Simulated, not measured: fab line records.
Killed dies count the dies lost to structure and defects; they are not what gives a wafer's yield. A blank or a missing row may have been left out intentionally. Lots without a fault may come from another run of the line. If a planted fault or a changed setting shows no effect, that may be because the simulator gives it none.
fab line records / flow sfqLine
record: lots: 7 wafers: 18 lastDay: 82
route steps=325 shown I7@307 M8@311
lots with no fault: from the same line, run without faults
startH: hours from the record's opening day to when the first of the lot's shown wafers began / waitH: time in hours since the lot's previous step / " same as the row above / L1.1+2: one row covering several wafers at once / - value missing, or start not given / * or withheld: withheld / < > ~ a bound
route shown NAME@n: NAME is a module with steps in the file, n the number in the route of the first one / usual: average and standard deviation across the fault-free wafers / same: alike in all rows / chamber/n: place in a boat / sites: the reading at each site / _std_site: the standard deviation of these / _edge_site: inner sites' mean taken away from outer sites' mean / radiusMm: how far each site lies from the wafer's centre / mask NAME#n: copy n / behind: the most recent tool/chamber to have shaped the wafer / hold: what put the lot on hold/how long, in hours/how the hold closed / device: the n, p or np transistor that did not switch / end of line: tests run on the same wafers once the route is complete / for a step that has no rows: nothing shown but its recipe / killed: dies lost to structure and defects at the first sort, not the wafer's yield / map: dies across one wafer; x = killed, . = not, _ = none there
set.NAME: the setting that was run; set.NAME@STEP: the one run at that earlier step / model.NAME: the simulator's own value behind a step, which no gauge read
a table for each step, a row for each wafer; lots at some steps of the route
services: a tool's chamber out of use, with start hour (startH, from the record's first day; less than 0 if before it), hours out, and reason
== steps ==
step: SFQ_TRILAYER_I7_VIA_BARC_OPEN_VIA_ETCH_260
recipe: maskMaterial: PR chemistry: O2 targetDepthNm: 125 target: BARC sourceW: 500 biasW: 80 pressureMtorr: 30 timeS: 41.7
usual: drypumpMotorCurrentA: 5.6/0.5 oesProductAu: 0.684/0.0042
lot.wafer=L778.1 tool=rieDiel-03 chamber=0 startH=1658.68 waitH=0.0 drypumpMotorCurrentA=5.3 oesProductAu=0.687 rfHoursCounterH=0
lot.wafer=L778.4 tool=rieDiel-03 chamber=3 startH=1658.68 waitH=0.0 drypumpMotorCurrentA=5.2 oesProductAu=0.689 rfHoursCounterH=17
lot.wafer=L778.5 tool=rieDiel-03 chamber=3 startH=1658.68 waitH=0.0 drypumpMotorCurrentA=5.3 oesProductAu=0.686 rfHoursCounterH=-
lot.wafer=L781.3 tool=rieDiel-02 chamber=3 startH=1752.16 waitH=0.0 drypumpMotorCurrentA=6.0 oesProductAu=0.684 rfHoursCounterH=11
lot.wafer=L781.4 tool=rieDiel-02 chamber=1 startH=1752.16 waitH=0.0 drypumpMotorCurrentA=5.1 oesProductAu=0.678 rfHoursCounterH=16
lot.wafer=L781.5 tool=rieDiel-02 chamber=1 startH=1752.16 waitH=0.0 drypumpMotorCurrentA=5.1 oesProductAu=0.678 rfHoursCounterH=-
lot.wafer=L789.4 tool=rieDiel-04 chamber=2 startH=1899.54 waitH=0.0 drypumpMotorCurrentA=6.0 oesProductAu=0.686 rfHoursCounterH=16
lot.wafer=L789.6 tool=rieDiel-04 chamber=1 startH=1899.54 waitH=0.0 drypumpMotorCurrentA=6.0 oesProductAu=0.680 rfHoursCounterH=-
lot.wafer=L791.4 tool=rieDiel-03 chamber=3 startH=1909.16 waitH=0.0 drypumpMotorCurrentA=5.2 oesProductAu=0.681 rfHoursCounterH=-
lot.wafer=L791.6 tool=rieDiel-03 chamber=3 startH=1909.16 waitH=0.0 drypumpMotorCurrentA=5.2 oesProductAu=0.681 rfHoursCounterH=-
lot.wafer=L793.4 tool=rieDiel-04 chamber=1 startH=1915.16 waitH=0.0 drypumpMotorCurrentA=6.0 oesProductAu=0.674 rfHoursCounterH=-
lot.wafer=L793.6 tool=rieDiel-04 chamber=3 startH=1915.16 waitH=0.0 drypumpMotorCurrentA=5.6 oesProductAu=0.681 rfHoursCounterH=-
lot.wafer=L794.2 tool=rieDiel-03 chamber=3 startH=1921.14 waitH=0.0 drypumpMotorCurrentA=5.2 oesProductAu=0.676 rfHoursCounterH=1
lot.wafer=L794.3 tool=rieDiel-03 chamber=1 startH=1921.14 waitH=0.0 drypumpMotorCurrentA=6.8 oesProductAu=0.684 rfHoursCounterH=1
lot.wafer=L794.4 tool=rieDiel-03 chamber=2 startH=1921.14 waitH=0.0 drypumpMotorCurrentA=5.7 oesProductAu=0.684 rfHoursCounterH=7
lot.wafer=L796.2 tool=rieDiel-03 chamber=0 startH=1959.71 waitH=0.0 drypumpMotorCurrentA=5.3 oesProductAu=0.686 rfHoursCounterH=4
lot.wafer=L796.4 tool=rieDiel-03 chamber=2 startH=1959.71 waitH=0.0 drypumpMotorCurrentA=5.7 oesProductAu=0.684 rfHoursCounterH=8
lot.wafer=L796.6 tool=rieDiel-03 chamber=1 startH=1959.71 waitH=0.0 drypumpMotorCurrentA=6.8 oesProductAu=0.683 rfHoursCounterH=-
step: SFQ_TRILAYER_I7_VIA_ETCH_VIA_ETCH_190
recipe: target: SiO2 stopOn: Nb maskMaterial: PR taperDeg: 20 chemistry: CHF3 targetDepthNm: 260 sourceW: 500 biasW: 80 pressureMtorr: 30 timeS: withheld
usual: drypumpMotorCurrentA: 5.6/0.49 oesProductAu: 0.854/0.0051
lot.wafer=L778.1 tool=rieDiel-03 chamber=0 startH=1658.72 waitH=0.0 drypumpMotorCurrentA=5.3 oesProductAu=0.856
lot.wafer=L778.4 tool=rieDiel-03 chamber=3 startH=1658.72 waitH=0.0 drypumpMotorCurrentA=5.2 oesProductAu=0.864
lot.wafer=L778.5 tool=rieDiel-03 chamber=3 startH=1658.72 waitH=0.0 drypumpMotorCurrentA=5.2 oesProductAu=0.854
lot.wafer=L781.3 tool=rieDiel-02 chamber=3 startH=1752.20 waitH=0.0 drypumpMotorCurrentA=6.0 oesProductAu=0.859
lot.wafer=L781.4 tool=rieDiel-02 chamber=1 startH=1752.20 waitH=0.0 drypumpMotorCurrentA=5.1 oesProductAu=0.851
lot.wafer=L781.5 tool=rieDiel-02 chamber=1 startH=1752.20 waitH=0.0 drypumpMotorCurrentA=5.1 oesProductAu=0.852
lot.wafer=L789.4 tool=rieDiel-04 chamber=2 startH=1899.58 waitH=0.0 drypumpMotorCurrentA=6.1 oesProductAu=0.859
lot.wafer=L789.6 tool=rieDiel-04 chamber=1 startH=1899.58 waitH=0.0 drypumpMotorCurrentA=6.0 oesProductAu=0.858
lot.wafer=L791.4 tool=rieDiel-03 chamber=3 startH=1909.26 waitH=0.1 drypumpMotorCurrentA=5.3 oesProductAu=0.852
lot.wafer=L791.6 tool=rieDiel-03 chamber=3 startH=1909.26 waitH=0.1 drypumpMotorCurrentA=5.2 oesProductAu=0.854
lot.wafer=L793.4 tool=rieDiel-04 chamber=1 startH=1915.24 waitH=0.1 drypumpMotorCurrentA=6.0 oesProductAu=0.860
lot.wafer=L793.6 tool=rieDiel-04 chamber=3 startH=1915.24 waitH=0.1 drypumpMotorCurrentA=5.6 oesProductAu=0.856
lot.wafer=L794.2 tool=rieDiel-03 chamber=3 startH=1921.18 waitH=0.0 drypumpMotorCurrentA=5.2 oesProductAu=0.859
lot.wafer=L794.3 tool=rieDiel-03 chamber=1 startH=1921.18 waitH=0.0 drypumpMotorCurrentA=6.7 oesProductAu=0.847
lot.wafer=L794.4 tool=rieDiel-03 chamber=2 startH=1921.18 waitH=0.0 drypumpMotorCurrentA=5.7 oesProductAu=0.858
lot.wafer=L796.2 tool=rieDiel-03 chamber=0 startH=1959.75 waitH=0.0 drypumpMotorCurrentA=5.3 oesProductAu=0.846
lot.wafer=L796.4 tool=rieDiel-03 chamber=2 startH=1959.75 waitH=0.0 drypumpMotorCurrentA=5.7 oesProductAu=0.849
lot.wafer=L796.6 tool=rieDiel-03 chamber=1 startH=1959.75 waitH=0.0 drypumpMotorCurrentA=6.7 oesProductAu=0.849
step: SFQ_TRILAYER_I7_VIA_STRIP_STRIP_191
recipe: gas: O2 powerW: 200 platenTempC: 40 overashFraction: 0.65 chemistry: O2 pressureMtorr: 50
usual: drypumpMotorCurrentA: 5.47/0.3 oesProductAu: 0.999/0.015
lot.wafer=L778.1 tool=rieMetal-03 chamber=0 startH=1658.83 waitH=- drypumpMotorCurrentA=5.00 oesProductAu=1.021 rfHoursCounterH=78
lot.wafer=L778.4 tool=rieMetal-03 chamber=1 startH=1658.83 waitH=- drypumpMotorCurrentA=5.68 oesProductAu=0.976 rfHoursCounterH=-
lot.wafer=L778.5 tool=rieMetal-03 chamber=0 startH=1658.83 waitH=- drypumpMotorCurrentA=5.02 oesProductAu=1.018 rfHoursCounterH=-
lot.wafer=L781.3 tool=rieMetal-04 chamber=1 startH=1752.51 waitH=- drypumpMotorCurrentA=5.20 oesProductAu=1.014 rfHoursCounterH=-
lot.wafer=L781.4 tool=rieMetal-04 chamber=0 startH=1752.51 waitH=- drypumpMotorCurrentA=5.52 oesProductAu=1.000 rfHoursCounterH=-
lot.wafer=L781.5 tool=rieMetal-04 chamber=1 startH=1752.51 waitH=- drypumpMotorCurrentA=5.18 oesProductAu=1.008 rfHoursCounterH=-
lot.wafer=L789.4 tool=rieMetal-02 chamber=0 startH=1899.90 waitH=- drypumpMotorCurrentA=5.63 oesProductAu=0.991 rfHoursCounterH=-
lot.wafer=L789.6 tool=rieMetal-02 chamber=0 startH=1899.90 waitH=- drypumpMotorCurrentA=5.64 oesProductAu=0.995 rfHoursCounterH=-
lot.wafer=L791.4 tool=rieMetal-03 chamber=0 startH=1909.57 waitH=- drypumpMotorCurrentA=5.02 oesProductAu=1.023 rfHoursCounterH=-
lot.wafer=L791.6 tool=rieMetal-03 chamber=0 startH=1909.57 waitH=- drypumpMotorCurrentA=5.02 oesProductAu=1.019 rfHoursCounterH=-
lot.wafer=L793.4 tool=rieMetal-04 chamber=0 startH=1915.50 waitH=- drypumpMotorCurrentA=5.48 oesProductAu=0.985 rfHoursCounterH=-
lot.wafer=L793.6 tool=rieMetal-04 chamber=0 startH=1915.50 waitH=- drypumpMotorCurrentA=5.50 oesProductAu=0.984 rfHoursCounterH=-
lot.wafer=L794.2 tool=rieMetal-03 chamber=0 startH=1921.30 waitH=- drypumpMotorCurrentA=5.01 oesProductAu=1.019 rfHoursCounterH=116
lot.wafer=L794.3 tool=rieMetal-03 chamber=0 startH=1921.30 waitH=- drypumpMotorCurrentA=5.01 oesProductAu=1.014 rfHoursCounterH=-
lot.wafer=L794.4 tool=rieMetal-03 chamber=1 startH=1921.30 waitH=- drypumpMotorCurrentA=5.66 oesProductAu=0.981 rfHoursCounterH=-
lot.wafer=L796.2 tool=rieMetal-03 chamber=0 startH=1959.86 waitH=- drypumpMotorCurrentA=5.00 oesProductAu=1.008 rfHoursCounterH=122
lot.wafer=L796.4 tool=rieMetal-03 chamber=0 startH=1959.86 waitH=- drypumpMotorCurrentA=5.02 oesProductAu=1.008 rfHoursCounterH=-
lot.wafer=L796.6 tool=rieMetal-03 chamber=0 startH=1959.86 waitH=- drypumpMotorCurrentA=5.01 oesProductAu=1.008 rfHoursCounterH=-
step: SFQ_TRILAYER_I7_VIA_STRIP_SOLV_CLEAN_192
recipe: chemistry: NMP tempC: 70 timeS: 600
step: SFQ_TRILAYER_M8_LITHO_LOR_COAT_197
recipe: resist: lift-off spinRpm: 3000
step: SFQ_TRILAYER_M8_LITHO_LOR_BAKE_198
recipe: resist: lift-off tempC: withheld timeS: withheld
step: SFQ_TRILAYER_M8_LITHO_COAT_193
recipe: resist: KrF spinRpm: 3000 resistThkNm: 600
step: SFQ_TRILAYER_M8_LITHO_SOFTBAKE_199
recipe: tempC: withheld timeS: withheld resist: KrF
step: SFQ_TRILAYER_M8_LITHO_EXPOSE_194
recipe: maskId: M8 na: 0.6 sourceShape: conventional sigmaOuter: 0.65 targetCdNm: 2000 doseMj: 14.4
step: SFQ_TRILAYER_M8_LITHO_PEB_196
recipe: pebTempC: 115 pebTimeS: 60 resist: KrF
step: SFQ_TRILAYER_M8_LITHO_DEVELOP_195
recipe: imgClearS: 15 timeS: 55 resist: KrF
step: SFQ_M8_OVL_MEAS_948
usual: M8_OVL: -1/5.1
lot.wafer=L778.1 tool=overlay-01 chamber=- startH=1662.48 waitH=0.1 M8_OVL[nm]=6
lot.wafer=L778.4 tool=overlay-01 chamber=- startH=1662.48 waitH=0.1 M8_OVL[nm]=2
lot.wafer=L778.5 tool=overlay-01 chamber=- startH=1662.48 waitH=0.1 M8_OVL[nm]=8
lot.wafer=L781.3 tool=overlay-01 chamber=- startH=1844.19 waitH=0.1 M8_OVL[nm]=-2
lot.wafer=L781.4 tool=overlay-01 chamber=- startH=1844.19 waitH=0.1 M8_OVL[nm]=2
lot.wafer=L781.5 tool=overlay-01 chamber=- startH=1844.19 waitH=0.1 M8_OVL[nm]=3
lot.wafer=L789.4 tool=overlay-02 chamber=- startH=1905.46 waitH=0.1 M8_OVL[nm]=-10
lot.wafer=L789.6 tool=overlay-02 chamber=- startH=1905.46 waitH=0.1 M8_OVL[nm]=-10
lot.wafer=L791.4 tool=overlay-02 chamber=- startH=1919.86 waitH=0.1 M8_OVL[nm]=-7
lot.wafer=L791.6 tool=overlay-02 chamber=- startH=1919.86 waitH=0.1 M8_OVL[nm]=-5
lot.wafer=L793.4 tool=overlay-02 chamber=- startH=1930.66 waitH=0.1 M8_OVL[nm]=-4
lot.wafer=L793.6 tool=overlay-02 chamber=- startH=1930.66 waitH=0.1 M8_OVL[nm]=0
lot.wafer=L794.2 tool=overlay-01 chamber=- startH=1933.03 waitH=0.1 M8_OVL[nm]=-2
lot.wafer=L794.3 tool=overlay-01 chamber=- startH=1933.03 waitH=0.1 M8_OVL[nm]=-1
lot.wafer=L794.4 tool=overlay-01 chamber=- startH=1933.03 waitH=0.1 M8_OVL[nm]=4
lot.wafer=L796.2 tool=overlay-01 chamber=- startH=1976.02 waitH=0.1 M8_OVL[nm]=-5
lot.wafer=L796.4 tool=overlay-01 chamber=- startH=1976.02 waitH=0.1 M8_OVL[nm]=-1
lot.wafer=L796.6 tool=overlay-01 chamber=- startH=1976.02 waitH=0.1 M8_OVL[nm]=-9
step: SFQ_TRILAYER_M8_DEP_EVAP_197
recipe: material: Ti angularSpreadDeg: 1 targetThkNm: 20 timeS: 100 powerW: 2000
lot.wafer=L778.1 tool=pvdSputter-02 chamber=- startH=1662.52 waitH=0.0 model.Ti_of_TRILAYER_M8_DEP_EVAP_197.thkNm=19.73
lot.wafer=L778.4 tool=pvdSputter-02 chamber=- startH=1662.52 waitH=0.0 model.Ti_of_TRILAYER_M8_DEP_EVAP_197.thkNm=19.77
lot.wafer=L778.5 tool=pvdSputter-02 chamber=- startH=1662.52 waitH=0.0 model.Ti_of_TRILAYER_M8_DEP_EVAP_197.thkNm=19.57
lot.wafer=L781.3 tool=pvdSputter-01 chamber=- startH=1844.21 waitH=0.0 model.Ti_of_TRILAYER_M8_DEP_EVAP_197.thkNm=19.96
lot.wafer=L781.4 tool=pvdSputter-01 chamber=- startH=1844.21 waitH=0.0 model.Ti_of_TRILAYER_M8_DEP_EVAP_197.thkNm=19.95
lot.wafer=L781.5 tool=pvdSputter-01 chamber=- startH=1844.21 waitH=0.0 model.Ti_of_TRILAYER_M8_DEP_EVAP_197.thkNm=19.92
lot.wafer=L789.4 tool=pvdSputter-01 chamber=- startH=1905.47 waitH=0.0 model.Ti_of_TRILAYER_M8_DEP_EVAP_197.thkNm=23.12
lot.wafer=L789.6 tool=pvdSputter-01 chamber=- startH=1905.47 waitH=0.0 model.Ti_of_TRILAYER_M8_DEP_EVAP_197.thkNm=20.17
lot.wafer=L791.4 tool=pvdSputter-01 chamber=- startH=1919.87 waitH=0.0 model.Ti_of_TRILAYER_M8_DEP_EVAP_197.thkNm=22.67
lot.wafer=L791.6 tool=pvdSputter-01 chamber=- startH=1919.87 waitH=0.0 model.Ti_of_TRILAYER_M8_DEP_EVAP_197.thkNm=19.43
lot.wafer=L793.4 tool=pvdSputter-01 chamber=- startH=1930.67 waitH=0.0 model.Ti_of_TRILAYER_M8_DEP_EVAP_197.thkNm=23.49
lot.wafer=L793.6 tool=pvdSputter-01 chamber=- startH=1930.67 waitH=0.0 model.Ti_of_TRILAYER_M8_DEP_EVAP_197.thkNm=20.46
lot.wafer=L794.2 tool=pvdSputter-02 chamber=- startH=1933.06 waitH=0.0 model.Ti_of_TRILAYER_M8_DEP_EVAP_197.thkNm=20.36
lot.wafer=L794.3 tool=pvdSputter-02 chamber=- startH=1933.06 waitH=0.0 model.Ti_of_TRILAYER_M8_DEP_EVAP_197.thkNm=20.08
lot.wafer=L794.4 tool=pvdSputter-02 chamber=- startH=1933.06 waitH=0.0 model.Ti_of_TRILAYER_M8_DEP_EVAP_197.thkNm=19.96
lot.wafer=L796.2 tool=pvdSputter-02 chamber=- startH=1976.05 waitH=0.0 model.Ti_of_TRILAYER_M8_DEP_EVAP_197.thkNm=20.12
lot.wafer=L796.4 tool=pvdSputter-02 chamber=- startH=1976.05 waitH=0.0 model.Ti_of_TRILAYER_M8_DEP_EVAP_197.thkNm=19.84
lot.wafer=L796.6 tool=pvdSputter-02 chamber=- startH=1976.05 waitH=0.0 model.Ti_of_TRILAYER_M8_DEP_EVAP_197.thkNm=19.83
step: SFQ_TRILAYER_M8_DEP_EVAP_198
recipe: material: Pt angularSpreadDeg: 1 targetThkNm: 50 timeS: 250 powerW: 2000
== services ==
tool=rieDiel-04 chamber=- startH=1663.74 hours=2.8 kind=pm
tool=pvdSputter-02 chamber=- startH=1695.45 hours=3.5 kind=repair
tool=rieDiel-04 chamber=- startH=1696.26 hours=0.3 kind=repair
tool=rieDiel-04 chamber=- startH=1698.16 hours=28.1 kind=pm
tool=pvdSputter-02 chamber=- startH=1710.33 hours=2.8 kind=repair
tool=rieDiel-04 chamber=2 startH=1738.62 hours=1.8 kind=repair
tool=rieDiel-04 chamber=- startH=1751.19 hours=0.1 kind=repair
tool=rieDiel-03 chamber=- startH=1764.99 hours=15.6 kind=pm
tool=pvdSputter-02 chamber=- startH=1773.23 hours=2.1 kind=repair
tool=pvdSputter-02 chamber=- startH=1774.48 hours=1.6 kind=repair
tool=rieDiel-04 chamber=0 startH=1790.43 hours=1.3 kind=repair
tool=pvdSputter-01 chamber=- startH=1795.29 hours=1.3 kind=repair
tool=pvdSputter-02 chamber=- startH=1835.80 hours=3.2 kind=repair
tool=rieDiel-04 chamber=1 startH=1846.59 hours=7.2 kind=repair
tool=rieDiel-04 chamber=2 startH=1851.06 hours=43.0 kind=repair
tool=rieDiel-03 chamber=0 startH=1854.11 hours=6.6 kind=repair
tool=rieDiel-04 chamber=0 startH=1866.34 hours=15.9 kind=repair
tool=rieDiel-04 chamber=- startH=1881.30 hours=0.5 kind=repair
tool=rieDiel-03 chamber=1 startH=1904.40 hours=6.0 kind=repair
tool=rieDiel-03 chamber=2 startH=1904.93 hours=4.4 kind=repair
tool=rieMetal-03 chamber=- startH=1937.71 hours=2.8 kind=pm
tool=rieDiel-03 chamber=1 startH=1940.76 hours=10.4 kind=repair
tool=rieDiel-03 chamber=0 startH=1953.46 hours=4.6 kind=repair
tool=pvdSputter-02 chamber=- startH=1955.54 hours=1.2 kind=repair
== key ==
firstSign none at tools or gauges
modelEffect: step: SFQ_TRILAYER_M8_DEP_EVAP_197 value: Ti_of_TRILAYER_M8_DEP_EVAP_197.thkNm without: 20.07 struck: 23.09
metAt SFQ_TRILAYER_M8_DEP_EVAP_197
struckWafers L789.4,L791.4,L793.4
onsetBetween 1844.21 1905.47
fault: kind: processParameterDrift tool: pvdSputter-01 chamber: - onsetH: 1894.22 steps: SFQ_TRILAYER_M8_DEP_EVAP_197 channel: timeS offset: * shape: step endH: 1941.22 scope: struckWafersOnly actsIn: * stated: *
